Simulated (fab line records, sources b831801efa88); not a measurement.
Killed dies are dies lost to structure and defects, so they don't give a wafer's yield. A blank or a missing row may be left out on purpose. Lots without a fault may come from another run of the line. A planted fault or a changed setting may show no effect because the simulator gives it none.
Chamber matching | flow sky130 | SKY_CAP2M_CVD_00 on pecvd-02: 3 sister chambers
The step deposits SiO2, target thk 15.5 nm. 16 wafers are shown with their chamber, then 8 later ones without.

WAFERS WITH THEIR CHAMBER
wafer  | chamber | heater_power_w (W)
L082.1 | 1       | 831
L082.2 | 0       | 648
L082.3 | 2       | 566
L082.4 | 2       | 564
L082.5 | 0       | 628
L082.6 | 1       | 836
L076.1 | 0       | 614
L076.2 | 2       | 621
L076.3 | 1       | 688
L076.4 | 1       | 696
L076.5 | 0       | 603
L076.6 | 2       | 643
L078.1 | 2       | 568
L078.2 | 1       | 789
L078.3 | 0       | 694
L078.4 | 1       | 818

SIGNATURES (means of the wafers above)
reading        | chamber 0 | chamber 1 | chamber 2 | scatter within a chamber
heater_power_w | 637.40    | 776.33    | 592.40    | 50.6
Rule: a wafer's distance from a chamber is the root of the sum, over the readings, of the square of ((its reading less the chamber's mean) divided by the reading's scatter). The wafer belongs to the nearest chamber; if the next one is less than 2 further off, it can't be placed. The scatter: the root of (the sum of the squares of (reading less its chamber's mean) over the shown wafers, divided by (wafers less chambers)).

WAFERS WITHOUT THEIR CHAMBER
wafer  | heater_power_w (W)
L078.5 | 569
L078.6 | 695
L085.1 | 586
L085.2 | 696
L085.3 | 722
L085.4 | 608
L085.5 | 706
L085.6 | 724

WHICH CHAMBER EACH WENT THROUGH
wafer  | from the rows above          | in truth
L078.5 | can't be placed: 2 or 0      | 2
L078.6 | can't be placed: 0 or 1 or 2 | 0
L085.1 | can't be placed: 2 or 0      | 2
L085.2 | can't be placed: 0 or 1 or 2 | 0
L085.3 | can't be placed: 1 or 0 or 2 | 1
L085.4 | can't be placed: 2 or 0      | 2
L085.5 | can't be placed: 0 or 1 or 2 | 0
L085.6 | can't be placed: 1 or 0 or 2 | 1
Placed correctly: 0 of 8. Can't be placed from these rows: 8 (the true chamber is among the candidates in 8). Placed wrongly: 0.
